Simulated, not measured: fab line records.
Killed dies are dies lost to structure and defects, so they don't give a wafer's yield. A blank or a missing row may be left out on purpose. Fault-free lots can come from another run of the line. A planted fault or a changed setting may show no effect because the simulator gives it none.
A single fault, viewed from 2 desks -- flow sfq line -- each desk holds nothing but its own numbers, with what lay behind them at the end

## AT THE METROLOGY DESK
What the gauges read, lot by lot, whatever tool the lot ran on: means of the sampled wafers that have a number. A lot is out of limits, marked OUT, if its mean lies more than 4 standard deviations from the usual mean; the brackets give that distance.
Columns: A = I1_OVL at SFQ_I1_OVL_MEAS_913, usual 2 nm
lot,first seen here,A
L585,day 23 11:31,6
L586,day 23 12:44,7
L587,day 23 15:08,6
L588,day 24 04:45,-1
L595,day 27 16:08,12
L599,day 29 01:13,2
L604,day 29 10:15,8
L606,day 29 13:51,5
L607,day 36 00:47,-2
L608,day 36 07:58,-5
This desk's verdict: no lot among the 10 shows anything out of limits.

## TOOL OWNER'S DESK, litho track-04
The tool's own readings at SFQ_TRILAYER_M2_LITHO_PEB_060 (peb time 60 s): means of the sampled wafers that have a number, for each lot that ran on this tool. A lot is out of limits, marked OUT, if its mean lies more than 4 standard deviations from the usual mean; the brackets give that distance.
Columns: A = chill plate temp C at SFQ_TRILAYER_M2_LITHO_PEB_060, usual 22.99 C; B = heater power total W at SFQ_TRILAYER_M2_LITHO_PEB_060, usual 79.15 W
lot,first seen here,A,B
L595,day 34 09:59,23.04,85.66 (+89) OUT
L599,day 35 14:46,23.06,85.55 (+88) OUT
This desk's finding: out of limits on L595, L599; first on L595, day 34 09:59 (heater power total W at SFQ_TRILAYER_M2_LITHO_PEB_060). In limits: none.

## ALL TOGETHER
The tool owner's desk had the chance to raise an alarm at day 34 09:59 on L595, L599.
From the metrology desk's view, nothing was out of limits.
The metrology desk holds a record of L595, L599, inside its limits.
Of the lots named, all ran SFQ_TRILAYER_M2_LITHO_PEB_060 on litho track-04.

## WHAT HAD BEEN PUT IN BY THE SIMULATOR
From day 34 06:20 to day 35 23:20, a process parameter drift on litho track-04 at SFQ_TRILAYER_M2_LITHO_PEB_060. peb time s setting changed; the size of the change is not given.
Shown lots that were struck: L595, L599.
How many hours passed from the start of the fault until each desk's first out-of-limits reading: the tool owner's desk, 4.
